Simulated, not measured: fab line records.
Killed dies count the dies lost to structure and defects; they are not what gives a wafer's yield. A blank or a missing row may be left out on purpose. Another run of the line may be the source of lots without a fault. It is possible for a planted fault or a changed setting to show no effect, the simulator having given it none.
fab line records    flow sky130
record lots=6  wafers=17  lastDay=50
route steps=708 shown POLY_GATE@219
lots that met no fault: taken from a fault-free run of the same line
startH: start of the lot's first displayed wafer, in hours after the record's first day    waitH: hours elapsed since this lot's preceding step    " unchanged from the row above    L1.1+2: a row that stands for several wafers    - value missing, or start not given    * or withheld: withheld    < > ~ a bound
route shown NAME@n: a module of which the file shows steps, and the number in the route of the first    usual: the fault-free wafers' mean and standard deviation    same: alike in all rows    chamber/n: place in a boat    sites: each site's reading    _std_site: their standard deviation    _edge_site: mean of outer sites minus mean of inner sites    radiusMm: how far each site lies from the wafer's centre    mask NAME#n: copy n    behind: the tool/chamber that last shaped the wafer    hold: why the lot went on hold/how many hours it stayed there/how the hold came to an end    device: whichever transistor did not switch (one of n, p or np)    end of line: the tests these same wafers got at the end of their route    where a step has no rows: the recipe by itself    killed: count of dies lost to structure and defects at first sort (not the wafer's yield)    map: shows each die of a wafer: x if killed, . if not, _ if none is there
set.NAME: the setting the step ran with; set.NAME@STEP: the setting that earlier step ran with    model.NAME: the simulator's own value behind a step, which no gauge read
a table for each step, a row for each wafer; lots at some steps of the route
services: when a tool's chamber went out of use (startH, in hours from the record's first day, below 0 if earlier), for how many hours, and the reason
## steps
# step SKY_POLY_GATE_DEHYDRATE_05
# recipe tempC=200  timeS=60
# step SKY_POLY_GATE_HMDS_06
# recipe primeTimeS=60  primeTempC=120
# step SKY_POLY_GATE_COAT_07
# recipe resist=BARC  tempC=withheld  timeS=withheld  spinRpm=3000  resistThkNm=110
# step SKY_POLY_GATE_COAT_08
# recipe resist=KrF-thick  spinRpm=3000  resistThkNm=450
# step SKY_POLY_GATE_SOFTBAKE_09
# recipe tempC=100  timeS=90  resist=KrF-thick
# step SKY_POLY_GATE_EXPOSE_10
# recipe maskId=P1M  na=0.68  sourceShape=conventional  sigmaOuter=0.6  targetCdNm=150  doseMj=28
# step SKY_POLY_GATE_PEB_11
# recipe pebTempC=withheld  pebTimeS=withheld  resist=KrF-thick
# step SKY_POLY_GATE_DEVELOP_12
# recipe developTimeS=60  resist=KrF-thick  devTempC=21
# step SKY_POLY_GATE_CD_MEAS_13
# recipe targetCdNm=150
# usual cdNm=149.9/1.6
lot.wafer  tool      chamber  startH  waitH  cdNm
L873.2     cdSem-01  -        449.69  -      151.8
L873.4     "         -        "       "      152.2
L873.6     "         -        "       "      152.4
L874.1     cdSem-02  -        474.02  -      150.0
L874.2     "         -        "       "      149.8
L874.6     "         -        "       "      148.3
L877.2     cdSem-02  -        476.84  -      149.2
L877.4     "         -        "       "      150.0
L877.6     "         -        "       "      148.1
L878.3     cdSem-02  -        479.48  -      151.3
L878.4     "         -        "       "      149.8
L878.5     "         -        "       "      150.7
L885.1     cdSem-02  -        533.24  -      150.6
L885.5     "         -        "       "      149.9
L887.1     cdSem-02  -        556.04  -      149.2
L887.4     "         -        "       "      150.0
L887.5     "         -        "       "      148.8
# step SKY_POLY_GATE_OVL_MEAS_14
# usual POLY_GATE_OVL=-1/5.7
lot.wafer  tool        chamber  startH  waitH  POLY_GATE_OVL[nm]
L873.2     overlay-01  -        449.80  0.1    5
L873.4     "           -        "       "      8
L873.6     "           -        "       "      8
L874.1     overlay-01  -        474.14  0.1    9
L874.2     "           -        "       "      7
L874.6     "           -        "       "      2
L877.2     overlay-02  -        476.94  0.1    4
L877.4     "           -        "       "      -1
L877.6     "           -        "       "      -1
L878.3     overlay-01  -        479.58  0.1    -4
L878.4     "           -        "       "      -10
L878.5     "           -        "       "      -12
L885.1     overlay-02  -        533.36  0.1    2
L885.5     "           -        "       "      -2
L887.1     overlay-01  -        556.16  0.1    -11
L887.4     "           -        "       "      -9
L887.5     "           -        "       "      -5
# step SKY_POLY_GATE_ETCH_15
# recipe chemistry=N2/H2  target=BARC  ionEnergyEv=200  sourceW=500  biasW=100  pressureMtorr=30  n2FlowSccm=100  h2FlowSccm=200  stopOn=SiO2  timeS=118.5  targetDepthA=1100
# usual drypumpMotorCurrentA=5.7/0.53  oesProductAu=0.716/0.0047  throttleValvePct=13.213/0.0085
lot.wafer  tool        chamber  startH  waitH  drypumpMotorCurrentA  oesProductAu  rfHoursCounterH  throttleValvePct
L873.2     rieDiel-01  1        449.83  0.0    5.4                   0.719         8                13.211
L873.4     "           3        "       "      4.8                   0.708         45               13.206
L873.6     "           3        "       "      4.8                   0.714         -                13.196
L874.1     rieDiel-03  3        474.17  0.0    6.3                   0.721         12               13.221
L874.2     "           0        "       "      5.6                   0.724         21               13.198
L874.6     "           3        "       "      6.2                   0.713         -                13.215
L877.2     rieDiel-03  1        476.97  0.0    5.9                   0.714         6                13.204
L877.4     "           0        "       "      5.6                   0.719         21               13.219
L877.6     "           3        "       "      6.3                   0.718         -                13.214
L878.3     rieDiel-02  2        479.60  0.0    5.2                   0.717         80               13.219
L878.4     "           1        "       "      5.7                   0.716         11               13.209
L878.5     "           2        "       "      5.2                   0.702         -                13.197
L885.1     rieDiel-01  2        533.40  0.0    6.5                   0.712         7                13.208
L885.5     "           0        "       "      6.6                   0.709         -                13.212
L887.1     rieDiel-03  3        556.20  0.0    6.2                   0.720         14               13.223
L887.4     "           1        "       "      5.9                   0.718         7                13.208
L887.5     "           3        "       "      6.3                   0.723         -                13.185
# step SKY_POLY_GATE_ETCH_16
# recipe stopOn=poly-Si  chemistry=CH3F/O2  target=Si3N4  sourceW=400  biasW=80  pressureMtorr=25  ch3fFlowSccm=40  O2_flow_sccm=30  timeS=147.5  targetDepthA=750
# usual drypumpMotorCurrentA=5.7/0.53  oesProductAu=0.641/0.0047  throttleValvePct=10.536/0.0086
lot.wafer  tool        chamber  startH  waitH  drypumpMotorCurrentA  oesProductAu  rfHoursCounterH  throttleValvePct
L873.2     rieDiel-01  1        449.91  0.0    5.4                   0.642         8                10.545
L873.4     "           3        "       "      4.8                   0.636         45               10.525
L873.6     "           3        "       "      4.8                   0.637         -                10.531
L874.1     rieDiel-03  3        474.26  0.0    6.2                   0.636         12               10.531
L874.2     "           0        "       "      5.6                   0.640         21               10.528
L874.6     "           3        "       "      6.2                   0.642         -                10.531
L877.2     rieDiel-03  1        477.06  0.0    5.9                   0.641         6                10.538
L877.4     "           0        "       "      5.6                   0.647         21               10.534
L877.6     "           3        "       "      6.3                   0.634         -                10.519
L878.3     rieDiel-02  2        479.68  0.0    5.2                   0.643         80               10.538
L878.4     "           1        "       "      5.7                   0.639         11               10.525
L878.5     "           2        "       "      5.2                   0.644         -                10.534
L885.1     rieDiel-01  2        533.48  0.0    6.5                   0.643         7                10.537
L885.5     "           0        "       "      6.5                   0.636         -                10.539
L887.1     rieDiel-03  3        556.28  0.0    6.2                   0.637         14               10.550
L887.4     "           1        "       "      5.9                   0.642         7                10.514
L887.5     "           3        "       "      6.2                   0.643         -                10.535
# step SKY_POLY_GATE_ETCH_17
# recipe targetDepthNm=180  stopOn=SiO2  overEtchFrac=0.56667  chemistry=HBr/Cl2  target=poly-Si  icpW=400  biasW=100  pressureMtorr=10  HBr_flow_sccm=150  Cl2_flow_sccm=50  timeS=70.5
# usual drypumpMotorCurrentA=5.5/0.31  oesProductAu=0.987/0.0086  overEtchFrac=0.56667/0  throttleValvePct=33.685/0.0091
lot.wafer  tool      chamber  startH  waitH  drypumpMotorCurrentA  oesProductAu  overEtchFrac  rfHoursCounterH  throttleValvePct  model.POLY_GATE.featureDepthNm  model.etch.depthNm  model.KrF-thick_of_POLY_GATE_COAT_08.thkNm
L873.2     rieSi-01  0        450.01  0.0    5.5                   0.993         0.56667       59               33.679            179.6                           179.6               140.7
L873.4     "         1        "       "      5.7                   0.982         0.56667       1                33.676            179.2                           179.2               141.6
L873.6     "         0        "       "      5.4                   1.006         0.56667       -                33.687            180.6                           180.6               138.9
L874.1     rieSi-01  1        474.36  0.0    5.7                   0.984         0.56667       1                33.673            177.9                           177.9               132.8
L874.2     "         3        "       "      5.9                   0.978         0.56667       6                33.693            176.5                           176.5               135.6
L874.6     "         0        "       "      5.4                   0.996         0.56667       -                33.689            180.2                           180.2               129.3
L877.2     rieSi-01  2        477.16  0.0    5.4                   0.984         0.56667       3                33.692            179.9                           179.9               131.5
L877.4     "         3        "       "      5.9                   0.973         0.56667       6                33.674            175.3                           175.3               136.6
L877.6     "         3        "       "      5.9                   0.963         0.56667       -                33.685            173.8                           173.8               137.7
L878.3     rieSi-02  2        479.78  0.0    6.0                   0.979         0.56667       6                33.681            178.7                           178.7               139.5
L878.4     "         1        "       "      5.1                   0.988         0.56667       56               33.684            177.7                           177.7               133.5
L878.5     "         2        "       "      5.9                   0.978         0.56667       -                33.682            178.4                           178.4               139.9
L885.1     rieSi-01  1        533.58  0.0    5.7                   1.014         0.39514       1                33.696            161.6                           161.6               147.2
L885.5     "         3        "       "      5.9                   0.981         0.56667       -                33.669            178.3                           178.3               148.8
L887.1     rieSi-01  2        556.38  0.0    5.4                   0.983         0.39514       3                33.676            157.2                           157.2               149.4
L887.4     "         0        "       "      5.5                   1.003         0.39514       0                33.692            161.9                           161.9               142.5
L887.5     "         2        "       "      5.4                   0.982         0.56667       -                33.698            178.2                           178.2               137.6
# step SKY_POLY_GATE_STRIP_18
# recipe chemistry=O2/N2  powerW=1400  pressureMtorr=1500  platenTempC=withheld  o2FlowSccm=3000  n2FlowSccm=300  overashFraction=0.5
# usual drypumpMotorCurrentA=5.70/0.23  oesProductAu=0.359/0.0054  stripTimeToEndpointS=3.13/0.055
lot.wafer  tool            chamber  startH  waitH  drypumpMotorCurrentA  oesProductAu  rfHoursCounterH  stripTimeToEndpointS
L873.2     plasmaAsher-02  1        450.06  0.0    5.46                  0.355         77               3.14
L873.4     "               0        "       "      5.32                  0.361         -                3.19
L873.6     "               1        "       "      5.49                  0.357         -                3.16
L874.1     plasmaAsher-01  0        474.41  0.0    5.72                  0.360         67               3.10
L874.2     "               1        "       "      5.87                  0.359         67               3.12
L874.6     "               0        "       "      5.73                  0.354         -                3.05
L877.2     plasmaAsher-01  0        477.21  0.0    5.71                  0.358         67               3.07
L877.4     "               0        "       "      5.72                  0.355         -                3.13
L877.6     "               0        "       "      5.72                  0.359         -                3.14
L878.3     plasmaAsher-01  1        479.87  0.1    5.88                  0.352         -                3.17
L878.4     "               0        "       "      5.74                  0.360         -                3.08
L878.5     "               0        "       "      5.73                  0.371         -                3.16
L885.1     plasmaAsher-02  0        533.64  0.0    5.35                  0.368         85               3.24
L885.5     "               0        "       "      5.36                  0.370         -                3.27
L887.1     plasmaAsher-03  1        556.44  0.0    5.60                  0.363         12               3.27
L887.4     "               0        "       "      6.05                  0.349         -                3.19
L887.5     "               1        "       "      5.63                  0.355         -                3.14
## services
tool            chamber  startH  hours  kind
plasmaAsher-03  0        430.25  -      clean
plasmaAsher-03  1        430.25  -      clean
rieSi-02        1        437.70  8.4    repair
rieDiel-02      -        438.41  14.6   pm
plasmaAsher-01  -        477.47  1.2    repair
rieSi-01        0        484.84  11.9   repair
rieDiel-01      1        490.64  7.8    repair
rieSi-02        1        493.93  -      clean
rieSi-02        1        493.93  18.3   scheduledDown
rieSi-02        1        493.93  18.3   ventCycle
rieSi-01        0        496.71  -      clean
rieSi-01        0        496.71  12.4   scheduledDown
rieSi-01        0        496.71  12.4   ventCycle
rieDiel-01      1        505.39  4.0    repair
rieDiel-01      0        507.82  5.5    repair
plasmaAsher-03  -        516.59  2.8    pm
rieDiel-02      2        518.60  9.4    repair
## key
firstSign step=SKY_POLY_GATE_ETCH_17  reading=overEtchFrac  direction=down  sigmas=99+  usual=0.56667  struck=0.39514
effect none on later readings
modelEffect step=SKY_POLY_GATE_ETCH_17  value=POLY_GATE.featureDepthNm  without=177.9  struck=160.2
metAt SKY_POLY_GATE_ETCH_17
struckWafers L885.1,L887.1,L887.4
laterRowsLeftOut L885.1,L887.1,L887.4
sortLeftOut L885.1,L887.1,L887.4
testerLeftOut L885,L887
onsetBetween 477.16 533.58
fault kind=processParameterDrift  tool=rieSi-01  chamber=-  onsetH=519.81  steps=SKY_POLY_GATE_ETCH_17  channel=overEtchFrac  offset=-0.17153  shape=step  endH=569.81  scope=struckWafersOnly  stated=0.56667
# testerLeftOut: of these lots the tester's yield and bins aren't shown, on N5 and GAA mostly nor the transistor test; their killed dies are dies lost to structure and defects alone, not to doping, threshold or leakage, so they don't give the yield
# sortLeftOut: the simulated sort isn't trusted on such a fault, so these wafers' sort isn't shown, and their yield isn't known
# laterRowsLeftOut: the simulator's readings of these wafers behind a module that went badly wrong aren't trusted and aren't shown, but for the sort
